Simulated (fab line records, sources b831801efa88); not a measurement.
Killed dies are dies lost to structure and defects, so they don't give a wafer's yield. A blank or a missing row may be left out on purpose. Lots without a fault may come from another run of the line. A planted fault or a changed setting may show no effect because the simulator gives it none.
fab line records | flow sky130
record lots=6 wafers=18 last_day=50
route steps=708 shown VIA1@472 METAL2@483 PAD_OPEN@708
lots that met no fault: from a run of the same line without faults
start_h: hours from the record's first day to the start of the lot's first wafer shown | wait_h: hours since the lot's step before | " the same as in the row above | L1.1+2: a row that stands for several wafers | - no value, or no start given | * or withheld: withheld | < > ~ a bound
route shown NAME@n: a module of which the file shows steps, and the number in the route of the first | usual: mean/standard deviation of fault-free wafers | same: alike in all rows | chamber/n: place in a boat | sites: the reading at each site | _std_site: their standard deviation | _edge_site: outer sites' mean less inner sites' | radius_mm: how far each site lies from the wafer's centre | mask NAME#n: copy n | behind: the tool/chamber that last shaped the wafer | hold: why the lot was held/for how many hours/how that ended | device: the transistor (n, p or np) that didn't switch | end of line: the same wafers' tests at the end of the route | a step without rows: its recipe alone | killed: dies lost to structure and defects at the first sort, not the wafer's yield | map: a wafer's dies, x killed, . not, _ none there
set.NAME: the setting as run; set.NAME@STEP: as run at that earlier step | model.NAME: the simulator's own value behind a step, which no gauge read
lots at some steps of the route; a table a step, a row a wafer
services: from which hour (start_h, from the record's first day; less than 0 if before it) a tool's chamber was out of use, for how many hours, and why
## steps
# step SKY_VIA1_ETCH_14
# recipe chemistry=N2/H2 target=BARC ion_energy_ev=200 source_w=500 bias_w=100 pressure_mtorr=30 n2_flow_sccm=100 h2_flow_sccm=200 stop_on=SiO2 time_s=45.9 target_depth_a=600
# usual drypump_motor_current_A=5.7/0.62 oes_product_au=0.855/0.0046 throttle_valve_pct=13.224/0.0078
# columns lot.wafer tool chamber start_h wait_h drypump_motor_current_A oes_product_au rf_hours_counter_h throttle_valve_pct
L446.4 rie_diel-02 3 782.72 0.0 6.5 0.860 9 13.231
L446.5 " 0 " " 5.9 0.851 - 13.239
L446.6 " 1 " " 6.5 0.844 - 13.238
L454.1 rie_diel-03 1 868.72 0.0 5.9 0.859 11 13.213
L454.2 " 3 " " 4.9 0.860 26 13.219
L454.6 " 3 " " 4.9 0.852 - 13.213
L456.1 rie_diel-01 2 873.82 0.0 4.9 0.861 8 13.222
L456.2 " 3 " " 6.3 0.852 21 13.218
L456.4 " 0 " " 4.8 0.860 6 13.222
L463.2 rie_diel-03 1 915.69 0.0 5.9 0.855 13 13.233
L463.4 " 0 " " 5.1 0.855 12 13.223
L463.6 " 2 " " 5.4 0.857 - 13.226
L467.2 rie_diel-03 3 948.77 0.0 4.9 0.851 1 13.223
L467.4 " 2 " " 5.4 0.852 17 13.212
L467.5 " 0 " " 5.1 0.855 - 13.229
L469.4 rie_diel-03 3 958.47 0.0 4.9 0.851 2 13.225
L469.5 " 2 " " 5.4 0.855 - 13.232
L469.6 " 3 " " 4.9 0.853 - 13.226
# step SKY_VIA1_ETCH_15
# recipe target=SiO2 chemistry=C4F8/O2/Ar target_depth_nm=351 stop_on=TiN mask_material=KrF-thick source_w=1500 bias_w=1200 pressure_mtorr=40 c4f8_flow_sccm=withheld O2_flow_sccm=6 Ar_flow_sccm=300 time_s=54
# usual oes_product_au=0.981/0.0056
# columns lot.wafer tool chamber start_h wait_h oes_product_au rf_hours_counter_h
L446.4 rie_diel-02 3 782.77 0.0 0.979 10
L446.5 " 0 " " 0.993 -
L446.6 " 1 " " 0.984 -
L454.1 rie_diel-03 1 868.77 0.0 0.975 11
L454.2 " 3 " " 0.972 26
L454.6 " 3 " " 0.979 -
L456.1 rie_diel-01 2 873.87 0.0 0.979 8
L456.2 " 3 " " 0.985 21
L456.4 " 0 " " 0.975 6
L463.2 rie_diel-03 1 915.73 0.0 0.981 13
L463.4 " 0 " " 0.982 12
L463.6 " 2 " " 0.973 -
L467.2 rie_diel-03 3 948.81 0.0 0.978 1
L467.4 " 2 " " 0.980 17
L467.5 " 0 " " 0.980 -
L469.4 rie_diel-03 3 958.51 0.0 0.989 2
L469.5 " 2 " " 0.979 -
L469.6 " 3 " " 0.977 -
# step SKY_VIA1_STRIP_16
# recipe chemistry=O2/N2 power_w=1400 pressure_mtorr=1500 platen_temp_c=withheld o2_flow_sccm=3000 n2_flow_sccm=300 overash_fraction=0.5
# step SKY_VIA1_STRIP_17
# recipe chemistry=post_etch_residue_remover time_s=1200 temp_c=72.5
# step SKY_VIA1_CLEAN_18
# recipe chemistry=IPA time_s=180 temp_c=25
# step SKY_VIA1_CLEAN_19
# recipe chemistry=O3/DIW dry=n2_spin
# step SKY_VIA1_SPUTTER_20
# recipe material=TiN target_thk_nm=20 chamber_pressure_pa=5 power_w=4000 time_s=80
# step SKY_VIA1_CVD_21
# recipe material=W target_thk_nm=270 time_s=80.902 temp_c=400 pressure_torr=38.13
# step SKY_VIA1_RS_MEAS_22
# recipe thk_meas_gauge=four-point-probe reads=W_of_VIA1_CVD_21+TiN_of_VIA1_SPUTTER_20
# usual VIA1_W_RS=0.439/0.0066
# columns lot.wafer tool chamber start_h wait_h VIA1_W_RS[ohm/sq]
L446.4 film_metro-04 - 783.62 0.1 0.445
L446.5 " - " " 0.439
L446.6 " - " " 0.444
L454.1 film_metro-02 - 869.56 0.1 0.428
L454.2 " - " " 0.432
L454.6 " - " " 0.437
L456.1 film_metro-01 - 874.69 0.1 0.443
L456.2 " - " " 0.445
L456.4 " - " " 0.442
L463.2 film_metro-02 - 916.67 0.1 0.442
L463.4 " - " " 0.451
L463.6 " - " " 0.446
L467.2 film_metro-01 - 949.62 0.1 0.430
L467.4 " - " " 0.434
L467.5 " - " " 0.430
L469.4 film_metro-04 - 959.36 0.1 0.437
L469.5 " - " " 0.442
L469.6 " - " " 0.437
# step SKY_VIA1_THK_MEAS_23
# recipe thk_meas_gauge=xrf reads=W_of_VIA1_CVD_21
# usual VIA1_W_THK=264/4.5
# columns lot.wafer tool chamber start_h wait_h VIA1_W_THK[nm]
L446.4 film_metro-04 - 783.71 0.1 260
L446.5 " - " " 265
L446.6 " - " " 262
L454.1 film_metro-02 - 869.68 0.1 273
L454.2 " - " " 268
L454.6 " - " " 266
L456.1 film_metro-01 - 874.81 0.1 259
L456.2 " - " " 261
L456.4 " - " " 263
L463.2 film_metro-02 - 916.78 0.1 262
L463.4 " - " " 257
L463.6 " - " " 260
L467.2 film_metro-01 - 949.73 0.1 271
L467.4 " - " " 270
L467.5 " - " " 274
L469.4 film_metro-04 - 959.45 0.1 263
L469.5 " - " " 262
L469.6 " - " " 263
# step SKY_VIA1_CMP_24
# recipe stop_on=SiO2 t_overpolish_s=15 down_force_psi=3.5 platen_rpm=60 target_thk_nm=0 pad_velocity_m_s=0.94248
# usual motor_current_A=10.3/1 overpolish_run_s=14.999/0.0091 slurry_filter_dp_kPa=13.49/0.13 slurry_flow_ml_min=150.0/0.45 time_to_endpoint_s=62.8/2.3
# columns lot.wafer tool chamber start_h wait_h motor_current_A overpolish_run_s slurry_filter_dp_kPa slurry_flow_ml_min time_to_endpoint_s
L446.4 cmp-01 3 783.98 0.3 10.2 14.995 13.38 149.5 59.6
L446.6 " 2 " " 9.0 15.000 13.76 149.7 61.8
L446.5 " 3 " " 10.2 14.995 13.37 149.9 61.1
L454.1 cmp-01 0 869.79 0.1 12.0 15.003 13.41 149.9 65.2
L454.2 " 2 " " 8.9 15.008 13.41 149.6 62.1
L454.6 " 3 " " 10.5 15.016 13.51 150.8 62.5
L456.2 cmp-01 2 874.87 0.0 8.7 15.001 13.60 150.5 60.6
L456.4 " 3 " " 9.8 14.999 13.64 149.5 63.6
L456.1 " 1 " " 10.4 14.994 13.51 149.4 60.4
L463.2 cmp-01 3 916.88 0.1 10.5 14.991 13.36 149.2 68.0
L463.4 " 0 " " 11.9 14.987 13.62 150.0 64.2
L463.6 " 3 " " 10.6 15.014 13.63 148.9 64.8
L467.4 cmp-02 2 949.78 0.0 10.5 14.995 13.54 151.1 59.5
L467.2 " 0 " " 10.0 14.994 13.46 150.5 62.4
L467.5 " 3 " " 10.0 14.988 13.60 150.3 58.7
L469.4 cmp-02 0 959.58 0.1 9.6 15.009 13.59 150.5 68.4
L469.6 " 3 " " 10.4 14.995 13.65 149.9 67.2
L469.5 " 0 " " 10.0 14.994 13.49 150.6 67.5
# step SKY_METAL2_SPUTTER_00
# recipe material=Ti target_thk_nm=15 power_w=3000 time_s=10 chamber_pressure_pa=0.4
# usual cathode_dc_power_W=3000.0/0.58 chamber_pressure_pa=0.4002/0.00079 throttle_valve_pct=29.5/1.1
# columns lot.wafer tool chamber start_h wait_h cathode_dc_power_W chamber_pressure_pa throttle_valve_pct
L446.4 pvd_sputter-03 - 784.23 0.2 2999.7 0.3991 29.3
L446.5 " - " " 3000.6 0.3995 29.7
L446.6 " - " " 2998.9 0.3996 29.3
L454.1 pvd_sputter-02 - 870.04 0.2 3000.4 0.4010 31.8
L454.2 " - " " 2999.3 0.4012 30.0
L454.6 " - " " 3000.8 0.4005 31.6
L456.1 pvd_sputter-02 - 875.17 0.1 3000.6 0.3995 29.8
L456.2 " - " " 2999.7 0.3994 32.1
L456.4 " - " " 3000.4 0.3999 30.2
L463.2 pvd_sputter-04 - 917.13 0.2 3000.2 0.4006 27.1
L463.4 " - " " 3000.2 0.3993 29.2
L463.6 " - " " 2999.5 0.3991 26.9
L467.2 pvd_sputter-03 - 950.08 0.1 3000.3 0.4013 29.1
L467.4 " - " " 3000.4 0.4006 29.6
L467.5 " - " " 3000.5 0.4004 29.5
L469.4 pvd_sputter-02 - 959.83 0.2 3000.5 0.4011 30.0
L469.5 " - " " 2998.8 0.4004 30.0
L469.6 " - " " 3000.4 0.4003 29.9
# step SKY_METAL2_SPUTTER_01
# recipe material=TiN target_thk_nm=20 power_w=6500 time_s=16.7 chamber_pressure_pa=0.4
# usual cathode_dc_power_W=6500.1/1.2 chamber_pressure_pa=0.4000/0.0007 throttle_valve_pct=29.5/1.1
# columns lot.wafer tool chamber start_h wait_h cathode_dc_power_W chamber_pressure_pa throttle_valve_pct
L446.4 pvd_sputter-03 - 784.25 0.0 6496.0 0.4000 29.3
L446.5 " - " " 6500.0 0.3998 29.6
L446.6 " - " " 6500.9 0.4000 29.3
L454.1 pvd_sputter-02 - 870.06 0.0 - - -
L454.2 " - " " - - -
L454.6 " - " " - - -
L456.1 pvd_sputter-02 - 875.20 0.0 - - -
L456.2 " - " " - - -
L456.4 " - " " - - -
L463.2 pvd_sputter-04 - 917.16 0.0 6500.1 0.3994 26.9
L463.4 " - " " 6500.6 0.3999 29.2
L463.6 " - " " 6501.2 0.4013 26.7
L467.2 pvd_sputter-03 - 950.11 0.0 6500.8 0.4004 29.1
L467.4 " - " " 6501.0 0.4004 29.7
L467.5 " - " " 6500.7 0.4001 29.8
L469.4 pvd_sputter-02 - 959.85 0.0 6499.6 0.4006 29.5
L469.5 " - " " 6499.4 0.4002 30.1
L469.6 " - " " 6501.5 0.4002 29.5
# step SKY_METAL2_SPUTTER_02
# recipe material=AlCu target_thk_nm=250 power_w=10600 time_s=13.3 chamber_pressure_pa=0.4
# usual cathode_dc_power_W=10600/1.9 chamber_pressure_pa=0.4001/0.00077 throttle_valve_pct=29.5/1.1
# columns lot.wafer tool chamber start_h wait_h cathode_dc_power_W chamber_pressure_pa throttle_valve_pct
L446.4 pvd_sputter-03 - 784.27 0.0 10602 0.4019 29.4
L446.5 " - " " 10600 0.4002 29.7
L446.6 " - " " 10600 0.4016 29.3
L454.1 pvd_sputter-02 - 870.09 0.0 10600 0.4015 32.1
L454.2 " - " " 10601 0.3994 29.9
L454.6 " - " " 10600 0.4004 31.9
L456.1 pvd_sputter-02 - 875.22 0.0 10601 0.4013 29.7
L456.2 " - " " 10601 0.4012 31.7
L456.4 " - " " 10602 0.4007 30.3
L463.2 pvd_sputter-04 - 917.18 0.0 10599 0.4005 27.1
L463.4 " - " " 10598 0.3992 29.3
L463.6 " - " " 10600 0.3997 27.0
L467.2 pvd_sputter-03 - 950.13 0.0 10598 0.4008 28.8
L467.4 " - " " 10598 0.3990 29.5
L467.5 " - " " 10602 0.4004 29.6
L469.4 pvd_sputter-02 - 959.87 0.0 10599 0.3999 29.7
L469.5 " - " " 10602 0.4017 30.0
L469.6 " - " " 10597 0.4002 30.0
# step SKY_PAD_OPEN_PROBE_99
# usual defect_limited_yield=82.4/1.9 killed_at_M0_to_M3=44/7.2 killed_at_M4_up=3.2/1.8 killed_at_contacts=24/5.4 killed_at_front_end=15/4 killed_at_other=0.3/0.56 killed_dies=87/9.2 killed_open=47/7.3 killed_short=39/5.7 sort_bin_3_pad_short=0.9/0.45 sort_bin_5_function=10.6/1.5 sort_bin_6_memory=6.2/1.1 sort_n_pass=405/9.2 sort_yield_pct=82.4/1.9
# same gross_dies=492 killed_at_back_side=0 sort_bin_4_leakage[%]=0 sort_bin_8_speed[%]=0
# columns lot.wafer tool chamber start_h wait_h defect_limited_yield[%] killed_at_M0_to_M3 killed_at_M4_up killed_at_contacts killed_at_front_end killed_at_other killed_dies killed_open killed_short sort_bin_3_pad_short[%] sort_bin_5_function[%] sort_bin_6_memory[%] sort_n_pass sort_yield_pct[%] model.etest.met2.line_ohm_um model.etest.met2.rs_ohm_sq
L446.4 prober-02 - 1067.25 0.2 80.5 48 4 33 11 0 96 63 32 1.0 13.4 5.1 396 80.5 0.8983 0.128
L446.5 prober-02 - 1067.30 0.2 85.6 42 1 16 11 1 71 43 28 0.6 9.1 4.7 421 85.6 0.9161 0.1283
L446.6 prober-02 - 1067.35 0.2 83.5 42 3 23 13 0 81 49 32 0.6 10.2 5.7 411 83.5 0.9132 0.1275
L454.1 prober-02 - 1135.45 0.1 80.9 51 3 22 18 0 94 55 38 1.2 11.4 6.5 398 80.9 1.16 0.1515
L454.2 prober-02 - 1135.50 0.1 83.7 42 3 19 16 0 80 43 36 1.0 8.7 6.5 412 83.7 1.076 0.1497
L454.6 prober-02 - 1135.70 0.2 86.4 40 1 16 10 0 67 42 25 0.8 7.5 5.3 425 86.4 1.088 0.1509
L456.1 prober-01 - 1138.25 0.1 82.7 42 3 25 14 1 85 44 41 0.8 10.4 6.1 407 82.7 1.097 0.1534
L456.2 prober-01 - 1138.30 0.1 81.9 47 0 24 18 0 89 43 46 0.8 12.0 5.3 403 81.9 1.073 0.1534
L456.4 prober-01 - 1138.40 0.2 82.9 49 5 18 12 0 84 45 39 0.6 9.6 6.9 408 82.9 1.086 0.1516
L463.2 prober-01 - 1170.68 0.1 81.3 38 4 29 21 0 92 46 45 2.2 10.4 6.1 400 81.3 0.8967 0.1275
L463.4 prober-01 - 1170.78 0.2 81.1 39 4 28 22 0 93 45 47 1.2 11.0 6.7 399 81.1 0.9131 0.1297
L463.6 prober-01 - 1170.88 0.2 84.6 34 2 24 16 0 76 39 35 1.4 8.1 5.9 416 84.6 0.9315 0.1293
L467.2 prober-01 - 1190.98 0.1 80.3 55 1 33 8 0 97 59 38 1.4 12.0 6.3 395 80.3 0.8837 0.1277
L467.4 prober-01 - 1191.08 0.2 79.7 54 1 29 16 0 100 64 36 1.4 10.8 8.1 392 79.7 0.8844 0.128
L467.5 prober-01 - 1191.13 0.2 79.5 48 4 34 15 0 101 61 40 1.2 13.6 5.7 391 79.5 0.9117 0.1268
L469.4 prober-01 - 1196.38 0.2 80.5 57 2 25 11 1 96 43 51 1.0 12.0 6.5 396 80.5 0.9018 0.1293
L469.5 prober-01 - 1196.43 0.2 81.9 44 3 23 19 0 89 51 36 0.6 11.6 5.9 403 81.9 0.9314 0.1288
L469.6 prober-01 - 1196.48 0.2 82.7 54 1 13 17 0 85 42 41 0.6 9.3 7.3 407 82.7 0.9164 0.1282
# killed by level:class
L446.4 CONTACT:geometric_particle:open=14 LI_CONTACT:geometric_particle:open=13 VIA3:geometric_particle:open=9 VIA1:geometric_particle:open=8 METAL2:geometric_particle:short=7 VIA2:geometric_particle:open=6 VIA1:geometric_particle:short=6 LOCAL_INTERCONNECT:geometric_particle:short=5
L446.5 VIA1:geometric_particle:open=12 VIA3:geometric_particle:open=8 LI_CONTACT:geometric_particle:open=7 METAL2:geometric_particle:short=5 POLY_GATE:geometric_particle:open=4 CONTACT:geometric_particle:open=4 METAL1:geometric_particle:short=4 VIA1:geometric_particle:short=4
L446.6 VIA1:geometric_particle:open=10 CONTACT:geometric_particle:open=8 LI_CONTACT:geometric_particle:open=7 VIA2:geometric_particle:open=7 VIA3:geometric_particle:open=6 FIELD_ISO:geometric_particle:open=5 METAL1:geometric_particle:short=5 VIA1:geometric_particle:short=5
L454.1 CONTACT:geometric_particle:open=15 VIA2:geometric_particle:open=12 METAL2:geometric_particle:short=7 VIA3:geometric_particle:open=6 VIA1:geometric_particle:short=5 VIA1:geometric_particle:open=5 FIELD_ISO:geometric_particle:open=4 FIELD_ISO:geometric_particle:short=4
L454.2 VIA1:geometric_particle:open=10 METAL1:geometric_particle:short=9 CONTACT:geometric_particle:open=6 VIA2:geometric_particle:open=6 FIELD_ISO:geometric_particle:short=5 LI_CONTACT:geometric_particle:open=4 POLY_CUT:geometric_particle:open=3 METAL4:geometric_particle:short=3
L454.6 VIA1:geometric_particle:open=12 LI_CONTACT:geometric_particle:open=10 VIA3:geometric_particle:open=7 VIA1:geometric_particle:short=6 VIA2:geometric_particle:open=6 POLY_GATE:geometric_particle:short=3 LOCAL_INTERCONNECT:geometric_particle:short=3 METAL1:geometric_particle:short=3
L456.1 VIA2:geometric_particle:open=9 METAL2:geometric_particle:short=9 CONTACT:geometric_particle:open=9 METAL1:geometric_particle:short=7 LI_CONTACT:geometric_particle:open=7 FIELD_ISO:geometric_particle:short=5 CONTACT:geometric_particle:short=5 VIA1:geometric_particle:open=5
L456.2 METAL2:geometric_particle:short=14 VIA1:geometric_particle:open=12 LI_CONTACT:geometric_particle:open=10 FIELD_ISO:geometric_particle:short=8 CONTACT:geometric_particle:short=6 VIA3:geometric_particle:open=6 FIELD_ISO:geometric_particle:open=5 CONTACT:geometric_particle:open=4
L456.4 VIA1:geometric_particle:open=8 METAL1:geometric_particle:short=7 VIA3:geometric_particle:open=7 CONTACT:geometric_particle:open=6 FIELD_ISO:geometric_particle:open=5 METAL2:geometric_particle:short=5 VIA2:geometric_particle:short=5 FIELD_ISO:geometric_particle:short=4
L463.2 VIA1:geometric_particle:open=10 FIELD_ISO:geometric_particle:short=9 CONTACT:geometric_particle:open=8 LI_CONTACT:geometric_particle:open=6 VIA2:geometric_particle:open=6 LOCAL_INTERCONNECT:geometric_particle:short=5 CONTACT:geometric_particle:short=5 METAL2:geometric_particle:short=5
L463.4 VIA1:geometric_particle:open=8 METAL2:geometric_particle:short=7 POLY_GATE:geometric_particle:short=6 LI_CONTACT:geometric_particle:open=6 LOCAL_INTERCONNECT:geometric_particle:short=6 CONTACT:geometric_particle:open=6 VIA3:geometric_particle:open=6 CONTACT:geometric_particle:short=5
L463.6 CONTACT:geometric_particle:open=12 VIA1:geometric_particle:open=7 VIA3:geometric_particle:open=5 FIELD_ISO:geometric_particle:short=4 LI_CONTACT:geometric_particle:open=4 VIA1:geometric_particle:short=4 METAL2:geometric_particle:short=4 POLY_GATE:geometric_particle:short=3
L467.2 VIA1:geometric_particle:open=19 CONTACT:geometric_particle:open=11 LI_CONTACT:geometric_particle:open=9 VIA3:geometric_particle:open=8 METAL2:geometric_particle:short=6 VIA2:geometric_particle:open=5 LI_CONTACT:geometric_particle:short=5 LOCAL_INTERCONNECT:geometric_particle:short=5
L467.4 VIA1:geometric_particle:open=17 CONTACT:geometric_particle:open=13 METAL2:geometric_particle:short=10 LI_CONTACT:geometric_particle:open=9 VIA3:geometric_particle:open=6 CONTACT:geometric_particle:short=5 METAL1:geometric_particle:short=5 VIA2:geometric_particle:open=5
L467.5 VIA1:geometric_particle:open=15 CONTACT:geometric_particle:open=14 VIA2:geometric_particle:open=9 LOCAL_INTERCONNECT:geometric_particle:short=8 LI_CONTACT:geometric_particle:open=5 METAL2:geometric_particle:short=5 FIELD_ISO:geometric_particle:open=3 SPACER:geometric_particle:open=3
L469.4 METAL1:geometric_particle:short=16 VIA1:geometric_particle:open=12 CONTACT:geometric_particle:open=9 LI_CONTACT:geometric_particle:open=7 VIA3:geometric_particle:open=7 CONTACT:geometric_particle:short=6 METAL2:geometric_particle:short=6 VIA3:geometric_particle:short=6
L469.5 VIA3:geometric_particle:open=13 VIA1:geometric_particle:open=8 FIELD_ISO:geometric_particle:open=6 CONTACT:geometric_particle:open=6 LI_CONTACT:geometric_particle:open=6 CONTACT:geometric_particle:short=6 METAL2:geometric_particle:short=5 VIA3:geometric_particle:short=5
L469.6 VIA1:geometric_particle:open=10 VIA3:geometric_particle:open=10 METAL2:geometric_particle:short=7 VIA1:geometric_particle:short=7 CONTACT:geometric_particle:open=6 METAL1:geometric_particle:short=5 FIELD_ISO:geometric_particle:short=4 CONTACT:geometric_particle:short=4
## services
# columns tool chamber start_h hours kind
rie_diel-01 3 761.38 5.8 repair
rie_diel-02 0 789.76 2.6 repair
cmp-02 - 800.81 1.5 repair
pvd_sputter-02 - 813.11 4.5 repair
pvd_sputter-03 - 821.82 2.6 repair
pvd_sputter-03 - 831.59 0.9 repair
rie_diel-02 1 833.92 10.2 repair
rie_diel-03 2 851.01 8.0 repair
rie_diel-03 3 870.32 - clean
rie_diel-03 3 870.32 27.8 scheduled_down
rie_diel-01 0 878.28 12.3 repair
rie_diel-03 0 887.95 4.0 repair
cmp-01 - 894.05 0.2 repair
rie_diel-03 0 907.70 4.6 repair
rie_diel-01 3 911.58 3.2 repair
cmp-01 - 912.13 4.0 pm
rie_diel-01 - 916.71 4.3 pm
rie_diel-02 3 923.00 10.9 repair
pvd_sputter-04 - 923.77 2.0 repair
cmp-01 - 928.51 1.8 repair
pvd_sputter-03 - 930.74 1.1 repair
rie_diel-01 1 944.63 5.4 repair
cmp-02 - 944.85 2.2 repair
cmp-01 - 956.91 4.2 pm
## key
first_sign step=SKY_METAL2_SPUTTER_01 reading=tool_record direction=missing
effect none on later readings
model_effect step=SKY_PAD_OPEN_PROBE_99 value=etest.met2.line_ohm_um without=0.9523 struck=1.097
met_at SKY_METAL2_SPUTTER_01
struck_wafers L454.1,L454.2,L454.6,L456.1,L456.2,L456.4
fault kind=skipped_step_whole tool=pvd_sputter-02 chamber=- onset_h=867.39 steps=SKY_METAL2_SPUTTER_01 scope=struck_lots_only
